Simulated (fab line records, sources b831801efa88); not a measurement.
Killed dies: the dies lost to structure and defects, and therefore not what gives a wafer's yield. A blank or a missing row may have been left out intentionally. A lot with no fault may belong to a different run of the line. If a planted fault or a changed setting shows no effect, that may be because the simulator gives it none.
The tool behind it: which one? ; flow gf180mcu ; 14 lots with 42 wafers sampled at 6 steps, on a route of 602 steps

== WHAT EACH GAUGE READ, for each wafer ==
GF_STI_CD_MEAS_12: target cd 220 nm. Usual: cd_nm at 220.0 nm, with a standard deviation of 1.3.
lot;measured;on;cd_nm (nm);flag
L928;day 2 00:37;cd_sem-01;218.8 220.3 218.5;
L930;day 2 12:34;cd_sem-01;219.4 218.9 219.1;
L932;day 2 21:46;cd_sem-01;222.8 223.3 223.3;
L933;day 3 02:55;cd_sem-02;219.6 219.3 218.8;
L934;day 3 07:56;cd_sem-02;219.1 220.2 218.8;
L935;day 3 13:20;cd_sem-01;219.1 219.7 219.2;
L936;day 3 18:28;cd_sem-01;219.5 220.4 219.6;
L939;day 4 10:12;cd_sem-02;218.4 219.7 219.2;
L940;day 4 16:35;cd_sem-02;219.8 219.2 218.4;
L941;day 5 02:20;cd_sem-01;219.9 220.4 219.8;
L942;day 5 02:41;cd_sem-02;220.3 221.7 220.4;
L945;day 5 20:26;cd_sem-01;220.9 219.0 220.1;
L948;day 6 11:32;cd_sem-02;219.4 220.1 220.6;
L950;day 6 19:14;cd_sem-02;221.0 220.2 221.5;

GF_NWELL_TW_MEAS_11. Usual: NWELL_TW typically reads 1573, with standard deviation 7.7.
lot;measured;on;NWELL_TW;flag
L928;day 3 07:27;film_metro-01;1566 1565 1572;
L930;day 3 20:58;film_metro-04;1586 1578 1577;
L932;day 4 04:13;film_metro-04;1569 1566 1564;
L933;day 4 09:54;film_metro-04;1571 1562 1575;
L934;day 4 15:28;film_metro-03;1564 1560 1567;
L935;day 4 22:01;film_metro-01;1582 1589 1575;
L936;day 5 07:40;film_metro-04;1581 1589 1583;
L939;day 6 06:14;film_metro-03;1563 1571 1563;
L940;day 6 06:25;film_metro-04;1574 1568 1572;
L941;day 6 18:31;film_metro-04;1582 1584 1590;
L942;day 6 18:43;film_metro-04;1583 1578 1583;
L945;day 7 17:55;film_metro-03;1569 1568 1568;
L948;day 8 01:31;film_metro-01;1570 1566 1567;
L950;day 8 08:40;film_metro-03;1570 1579 1579;

GF_MVSD_OVL_MEAS_07. Usual: MVSD_OVL typically reads -0.8 nm, with standard deviation 1.3.
lot;measured;on;MVSD_OVL (nm);flag
L928;day 4 08:58;overlay-02;0.3 2.0 0.7;
L930;day 4 23:10;overlay-02;0.9 0.2 0.2;
L932;day 5 06:17;overlay-01;-1.5 -1.9 -1.4;
L933;day 5 12:46;overlay-01;-0.2 0.9 0.1;
L934;day 5 18:13;overlay-02;-1.4 -1.0 -3.1;
L935;day 6 01:17;overlay-01;-2.8 -1.5 -1.3;
L936;day 6 10:13;overlay-02;1.8 1.8 0.1;
L939;day 7 11:44;overlay-01;0.8 0.3 -1.4;
L940;day 7 12:04;overlay-01;-2.5 -1.8 -1.5;
L941;day 8 01:17;overlay-01;-0.9 -0.4 -1.2;
L942;day 8 01:38;overlay-01;-1.1 -0.2 -0.7;
L945;day 9 03:26;overlay-01;0.1 0.5 0.4;
L948;day 9 10:28;overlay-01;-0.1 -1.0 -0.3;
L950;day 9 18:13;overlay-01;-1.8 -2.1 -1.6;

GF_MVPSD_TW_MEAS_11. Usual: MVPSD_TW typically reads 553.8, with standard deviation 2.9.
lot;measured;on;MVPSD_TW;flag
L928;day 4 23:24;film_metro-01;556.0 557.5 554.8;
L930;day 5 12:39;film_metro-04;553.3 557.4 556.7;
L932;day 5 20:28;film_metro-03;554.8 555.6 557.2;
L933;day 6 02:57;film_metro-01;551.4 551.6 549.9;
L934;day 6 08:43;film_metro-01;553.7 550.6 551.0;
L935;day 6 16:07;film_metro-01;553.1 551.8 547.7;
L936;day 7 01:54;film_metro-04;555.6 557.1 556.0;
L939;day 8 03:47;film_metro-01;550.3 551.3 551.5;
L940;day 8 04:34;film_metro-03;553.0 552.2 550.9;
L941;day 8 18:19;film_metro-01;550.7 553.8 552.5;
L942;day 8 18:59;film_metro-04;586.0 581.9 584.3 583.2 584.3 583.8;OFF
L945;day 9 21:50;film_metro-04;582.0 583.3 580.3 583.2 579.3 579.8;OFF
L948;day 10 05:02;film_metro-01;581.4 579.3 583.2 577.1 583.2 578.6;OFF
L950;day 10 11:58;film_metro-04;556.1 551.5 554.8;

GF_VT_IMPLANT_RS_MEAS_49: the measuring method here is four-point-probe. Usual: MVPSD_RS typically reads 1168.7 ohm/sq, with standard deviation 2.7.
lot;measured;on;MVPSD_RS (ohm/sq);flag
L928;day 7 07:40;film_metro-01;1173.2 1165.6 1169.9;
L930;day 7 21:41;film_metro-01;1171.4 1173.1 1166.0;
L932;day 8 08:28;film_metro-04;1166.1 1162.3 1170.3;
L933;day 8 16:10;film_metro-04;1168.4 1168.2 1167.9;
L934;day 8 23:15;film_metro-01;1168.6 1166.4 1169.2;
L935;day 9 07:56;film_metro-04;1167.6 1164.1 1170.4;
L936;day 9 18:37;film_metro-04;1167.1 1168.9 1168.5;
L939;day 11 02:59;film_metro-03;1172.1 1168.5 1171.3;
L940;day 11 03:46;film_metro-01;1168.9 1169.3 1166.5;
L941;day 11 18:22;film_metro-01;1166.0 1165.3 1167.5;
L942;day 11 18:28;film_metro-04;1006.9 1007.7 1011.6 1007.5 1006.3 1009.0;OFF
L945;day 13 00:03;film_metro-01;1008.3 1010.5 1009.7 1007.7 1009.5 1007.9;OFF
L948;day 13 08:26;film_metro-03;1008.1 1006.3 1006.4 1007.1 1006.4 1006.2;OFF
L950;day 13 16:14;film_metro-04;1168.6 1166.9 1167.1;

== EACH LOT AND THE TOOL THAT RAN IT (in order: tool; ch and the chambers of the sampled wafers; start) ==
lot;GF_MVPSD_IMPLANT_09
L928;implanter-01 ch 0, day 4 23:09
L930;implanter-01 ch 0, day 5 12:24
L932;implanter-04 ch 0, day 5 20:15
L933;implanter-03 ch 0, day 6 02:42
L934;implanter-04 ch 0, day 6 08:29
L935;implanter-03 ch 0, day 6 15:53
L936;implanter-03 ch 0, day 7 01:39
L939;implanter-01 ch 0, day 8 03:35
L940;implanter-01 ch 0, day 8 04:19
L941;implanter-04 ch 0, day 8 18:05
L942;implanter-01 ch 0, day 8 18:26
L945;implanter-01 ch 0, day 9 21:17
L948;implanter-03 ch 0, day 10 04:23
L950;implanter-03 ch 0, day 10 11:43
- GF_MVPSD_IMPLANT_09

== WHAT THE TOOLS THEMSELVES READ (means of the sampled wafers that have a number; where no wafer has one, the mark that the record gives instead) ==
GF_MVPSD_IMPLANT_09. Usual: beam_energy_keV at 40.002, with a standard deviation of 0.012.
lot;tool;beam_energy_keV;flag
L928;implanter-01;40.010;
L930;implanter-01;39.992;
L932;implanter-04;40.018;
L933;implanter-03;40.008;
L934;implanter-04;39.990;
L935;implanter-03;40.007;
L936;implanter-03;39.996;
L939;implanter-01;40.014;
L940;implanter-01;40.014;
L941;implanter-04;39.998;
L942;implanter-01;39.992;
L945;implanter-01;39.985;
L948;implanter-03;39.997;
L950;implanter-03;40.001;

== THE ANSWER, worked out from the rows above alone ==
Rule: a lot counts as off when the mean over its wafers that have a number is more than 3 standard deviations away from the usual mean. A lot without any number at a reading at which 4 lots or more have one is off too. Where the step has rows for the other lots, those lots are counted as sound. Order of review: gauges by route order, followed by the tools' own readings, for which a lot's mean as printed above is used. At the first step where some lot is off, the reading lying furthest off is the one used; lots without a number count as furthest.
Off: at GF_MVPSD_TW_MEAS_11 (MVPSD_TW), L942, L945, L948.
If a tool, at a process step before that reading, ran all the lots that are off and no sound lot after the first of them, it fits. The gauges at GF_MVPSD_TW_MEAS_11 are tried like those tools. No candidate that was tried fits.

== WHAT THE SIMULATOR PUT IN ==
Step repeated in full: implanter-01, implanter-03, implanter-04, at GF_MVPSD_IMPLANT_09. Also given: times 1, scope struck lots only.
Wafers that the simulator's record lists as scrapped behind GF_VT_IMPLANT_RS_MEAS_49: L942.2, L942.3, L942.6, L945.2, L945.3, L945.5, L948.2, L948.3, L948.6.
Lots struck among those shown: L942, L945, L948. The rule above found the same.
